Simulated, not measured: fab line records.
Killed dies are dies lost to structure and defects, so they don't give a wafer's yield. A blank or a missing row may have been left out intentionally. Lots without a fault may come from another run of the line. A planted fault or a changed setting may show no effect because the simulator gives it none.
Which of the tools did it? :: flow gf180mcu :: 13 lots (38 wafers sampled), 1 step of a 602-step route

== WHAT THE GAUGES READ, wafer by wafer ==
GF_M4_THK_MEAS_06: measures by xrf.
lot: L644
measured: day 22 19:22
on: film metro-02
M4_ALCU_THK (nm): 457 452 449

lot: L647
measured: day 24 01:04
on: film metro-04
M4_ALCU_THK (nm): 440 442 447

lot: L649
measured: day 24 18:23
on: film metro-04
M4_ALCU_THK (nm): 439 445 443

lot: L650
measured: day 25 10:48
on: film metro-04
M4_ALCU_THK (nm): 449 452 443

lot: L651
measured: day 25 14:45
on: film metro-04
M4_ALCU_THK (nm): 443 449 449

lot: L652
measured: day 25 20:08
on: film metro-04
M4_ALCU_THK (nm): 447 453 453

lot: L653
measured: day 26 07:40
on: film metro-04
M4_ALCU_THK (nm): 459 451 450

lot: L654
measured: day 26 14:00
on: film metro-02
M4_ALCU_THK (nm): 456 448 448

lot: L655
measured: day 26 19:47
on: film metro-04
M4_ALCU_THK (nm): 449 454 450

lot: L656
measured: day 27 00:25
on: film metro-02
M4_ALCU_THK (nm): 449 450 454

lot: L660
measured: day 28 06:35
on: film metro-04
M4_ALCU_THK (nm): 454 447

lot: L661
measured: day 28 13:21
on: film metro-04
M4_ALCU_THK (nm): 451 456 459

lot: L666
measured: day 29 20:04
on: film metro-04
M4_ALCU_THK (nm): 444 447 453

== TOOL THAT RAN EACH LOT (tool first, then ch and the chambers of the sampled wafers, then the start) ==
Before these readings, the record contains no process step.

== WHAT THE TOOLS THEMSELVES READ (means of the sampled wafers that have a number; where no wafer has one, the mark that the record gives instead) ==
The record holds no such reading with a usual standard deviation.

== THE ANSWER, worked out from the rows above alone ==
Rule: what is usual is taken from the lots themselves. Put in order of their means at a reading, lots are off if they are a third of the lots or fewer, leave a main group of 4 or more, and stand apart from it by a gap of 3 or more times the standard deviation of the main group's means; of several such gaps the widest counts. If all means in a main group match to the digits the tables above print for the reading, that group is not used. Also off: a lot with no number at a reading for which 4 or more lots have one. The other lots that the step has rows for count as sound. After the gauges, taken in route order, come the tools' own readings; for these a lot's mean is taken, as printed above. At the first step where some lot is off, the reading lying furthest off is the one used; lots without a number count as furthest.
Nothing can be told from this: no lot is off at any reading shown.

== WHAT THE SIMULATOR HAD INSERTED ==
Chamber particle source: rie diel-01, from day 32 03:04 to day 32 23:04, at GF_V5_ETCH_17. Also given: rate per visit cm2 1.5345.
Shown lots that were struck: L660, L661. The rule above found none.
